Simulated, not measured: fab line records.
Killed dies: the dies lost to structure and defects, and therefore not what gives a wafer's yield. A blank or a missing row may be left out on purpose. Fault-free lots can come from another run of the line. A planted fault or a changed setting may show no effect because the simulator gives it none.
A single fault, viewed from 2 desks + flow sky130 + every desk sees just its own numbers, and what lay behind them comes last

THE METROLOGY DESK
Means of the sampled wafers that have a number, per lot and without regard to the tool the lot ran on: this is what the gauges read. Marked OUT: a lot whose mean sits more than 4 standard deviations from the usual mean, which makes it out of limits; the brackets give that distance.
Columns: A = cd_nm at SKY_FIELD_ISO_CD_MEAS_13, usual 150.4 nm; B = FIELD_ISO_OXIDATION_01_THK at SKY_FIELD_ISO_THK_MEAS_23, usual 9.95 nm; C = FIELD_ISO_CVD_24_THK at SKY_FIELD_ISO_THK_MEAS_25, usual 596 nm
| lot  | first seen here | A     | B     | C   |
|------|-----------------|-------|-------|-----|
| L668 | day 3 06:35     | 149.6 | 10.19 | 601 |
| L670 | day 3 16:56     | 150.5 | 9.51  | 597 |
| L671 | day 3 22:41     | 150.0 | 10.24 | 600 |
| L672 | day 4 02:40     | 149.2 | 10.36 | 602 |
| L679 | day 5 15:15     | 152.0 | 10.10 | 588 |
| L682 | day 6 11:36     | 150.1 | 9.80  | 599 |
| L686 | day 7 06:22     | 153.9 | 9.51  | 593 |
Result from this desk: across the 7 lots, nothing is out of limits.

TOOL OWNER'S DESK, rie_si-01
The tool's own readings at SKY_FIELD_ISO_ETCH_17 (etches Si in HBr/Cl2/O2, target depth 342 nm, time 97.7 s): means of the sampled wafers that have a number, for each lot that ran on this tool. Marked OUT: a lot whose mean sits more than 4 standard deviations from the usual mean, which makes it out of limits; the brackets give that distance.
Columns: A = drypump_motor_current_A at SKY_FIELD_ISO_ETCH_17, usual 5.8 A; B = he_backside_leak_sccm at SKY_FIELD_ISO_ETCH_17, usual 2.72 sccm; C = oes_product_au at SKY_FIELD_ISO_ETCH_17, usual 1.003 a.u.; D = throttle_valve_pct at SKY_FIELD_ISO_ETCH_17, usual 25.656 %
| lot  | first seen here | A   | B    | C               | D                |
|------|-----------------|-----|------|-----------------|------------------|
| L668 | day 3 06:55     | 5.9 | 2.67 | 1.004           | 25.658           |
| L670 | day 3 17:13     | 5.5 | 2.91 | 1.211 (+31) OUT | 25.513 (-16) OUT |
| L671 | day 3 22:58     | 6.1 | 2.50 | 1.163 (+24) OUT | 25.562 (-10) OUT |
| L672 | day 4 02:58     | 5.8 | 2.77 | 1.160 (+23) OUT | 25.550 (-12) OUT |
| L682 | day 6 11:55     | 5.9 | 2.67 | 1.001           | 25.658           |
| L686 | day 7 06:40     | 5.7 | 2.70 | 1.004           | 25.657           |
This desk's verdict: out of limits on L670, L671, L672, starting with L670 at day 3 17:13 (oes_product_au at SKY_FIELD_ISO_ETCH_17). Within limits: L668, L682, L686.

TAKEN TOGETHER
At day 3 17:13, on L670, L671, L672, the tool owner's desk was in a position to raise an alarm.
From the metrology desk's view, nothing was out of limits.
The metrology desk holds a record of L670, L671, L672, inside its limits.
All the named lots went through SKY_FIELD_ISO_ETCH_17 on rie_si-01.

WHAT THE SIMULATOR PUT IN
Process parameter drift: rie_si-01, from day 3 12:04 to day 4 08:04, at SKY_FIELD_ISO_ETCH_17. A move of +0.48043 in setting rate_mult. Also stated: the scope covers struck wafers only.
Lots struck among those shown: L670, L671, L672.
Hours from the fault's start to each desk's first reading out of limits: the tool owner's desk, 5.
